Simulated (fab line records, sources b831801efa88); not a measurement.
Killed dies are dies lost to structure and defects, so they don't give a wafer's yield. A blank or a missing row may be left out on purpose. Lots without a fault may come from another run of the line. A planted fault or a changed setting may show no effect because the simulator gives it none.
One fault seen from 2 desks | flow sky130 | each desk has only its own numbers; what lay behind them comes last

THE METROLOGY DESK
What the gauges read, lot by lot, whatever tool the lot ran on: means of the sampled wafers that have a number. A lot is out of limits, marked OUT, if its mean lies more than 4 standard deviations from the usual mean; the brackets give that distance.
Columns: A = SONOS_TUNNEL_TW at SKY_SONOS_TUNNEL_TW_MEAS_12, usual 196.0; B = LDD_P_OVL at SKY_LDD_P_OVL_MEAS_08, usual -0.9 nm; C = LDD_HVN_TW at SKY_LDD_HVN_TW_MEAS_10, usual 1436
lot  | first seen here | A     | B    | C
L585 | day 11 12:10    | 197.9 | -0.4 | 1427
L586 | day 11 20:04    | 198.3 | -0.9 | 1421
L587 | day 12 03:43    | 193.9 | -2.0 | 1445
L589 | day 13 02:08    | 196.0 | 0.0  | 1448
L590 | day 13 03:35    | 195.2 | -2.1 | 1429
L592 | day 13 18:29    | 197.0 | -0.7 | 1426
L594 | day 14 08:12    | 198.5 | -0.9 | 1424
L595 | day 14 12:55    | 195.9 | -0.3 | 1441
L596 | day 14 19:25    | 193.6 | -0.7 | 1436
L597 | day 15 07:04    | 193.9 | -1.3 | 1443
L598 | day 15 21:35    | 198.5 | -1.0 | 1434
L599 | day 16 05:07    | 197.7 | -0.6 | 1431
L600 | day 16 09:14    | 194.0 | 1.2  | 1428
L604 | day 17 14:08    | 195.7 | -2.1 | 1433
L608 | day 19 07:02    | 195.7 | -2.5 | 1437
This desk's finding: nothing out of limits on any of the 15 lots.

THE TOOL OWNER'S DESK: implanter-03
The tool's own readings at SKY_LDD_N_IMPLANT_08: means of the sampled wafers that have a number, for each lot that ran on this tool. A lot is out of limits, marked OUT, if its mean lies more than 4 standard deviations from the usual mean; the brackets give that distance.
Columns: A = dose_ions_cm2 at SKY_LDD_N_IMPLANT_08, usual 7.499e+13
lot  | first seen here | A
L590 | day 19 17:14    | 7.508e+13
L594 | day 21 05:56    | 7.501e+13
L595 | day 21 10:52    | 7.494e+13
L596 | day 21 18:58    | 7.491e+13
L597 | day 22 01:54    | 7.179e+13 (-38) OUT
L598 | day 22 21:18    | 7.189e+13 (-36) OUT
L599 | day 23 04:17    | 7.204e+13 (-35) OUT
This desk's finding: out of limits on L597, L598, L599; first on L597, day 22 01:54 (dose_ions_cm2 at SKY_LDD_N_IMPLANT_08). In limits: L590, L594, L595, L596.

PUT TOGETHER
The tool owner's desk could have raised an alarm at day 22 01:54, on L597, L598, L599.
The metrology desk saw nothing out of limits.
The metrology desk has L597, L598, L599 on record, within its limits.
Of the lots named, all ran SKY_LDD_N_IMPLANT_08 on implanter-03.

WHAT THE SIMULATOR HAD PUT IN
Process parameter drift: implanter-03, from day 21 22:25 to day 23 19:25, at SKY_LDD_N_IMPLANT_08. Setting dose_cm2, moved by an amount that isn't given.
Lots struck among those shown: L597, L598, L599.
Hours from the fault's start to each desk's first reading out of limits: the tool owner's desk, 3.
